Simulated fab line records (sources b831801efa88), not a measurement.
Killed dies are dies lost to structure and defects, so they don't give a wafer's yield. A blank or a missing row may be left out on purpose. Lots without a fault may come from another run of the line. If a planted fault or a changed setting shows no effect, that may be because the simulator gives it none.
The tool behind it: which one? | flow sky130 | 6 lots, 18 wafers sampled, at 1 step of a route of 708

## WHAT THE GAUGES SHOWED, per wafer
SKY_VIA4_THK_MEAS_20: measures by xrf.
lot  | measured     | on            | VIA4_W_THK (nm)
L842 | day 43 00:04 | film metro-03 | 495 507 498
L845 | day 44 01:46 | film metro-04 | 521 532 523
L850 | day 45 11:56 | film metro-01 | 507 501 508
L857 | day 47 04:52 | film metro-03 | 505 498 502
L860 | day 47 21:58 | film metro-03 | 510 507 514
L863 | day 48 11:10 | film metro-04 | 517 519 522

## WHICH TOOL RAN EACH LOT (tool, then ch and the chambers of the sampled wafers, then the start)
No process step before these readings appears in the record.

## THE ANSWER, worked out from the rows above alone
Rule: what is usual is taken from the lots themselves. The widest of any qualifying gaps counts: lots, ordered by their means at a reading, are off when they make up no more than a third of the lots, leave a main group of 4 or more, and stand apart from it by 3 or more times the standard deviation of that group's means. The tables above print the reading to a certain number of digits; a main group whose means all agree to those digits is not used. Also off: a lot with no number at a reading for which 4 or more lots have one. All remaining lots with rows at the step are treated as sound.
No lot is off at any reading shown: from this, nothing can be told.

## WHAT HAD BEEN PUT IN BY THE SIMULATOR
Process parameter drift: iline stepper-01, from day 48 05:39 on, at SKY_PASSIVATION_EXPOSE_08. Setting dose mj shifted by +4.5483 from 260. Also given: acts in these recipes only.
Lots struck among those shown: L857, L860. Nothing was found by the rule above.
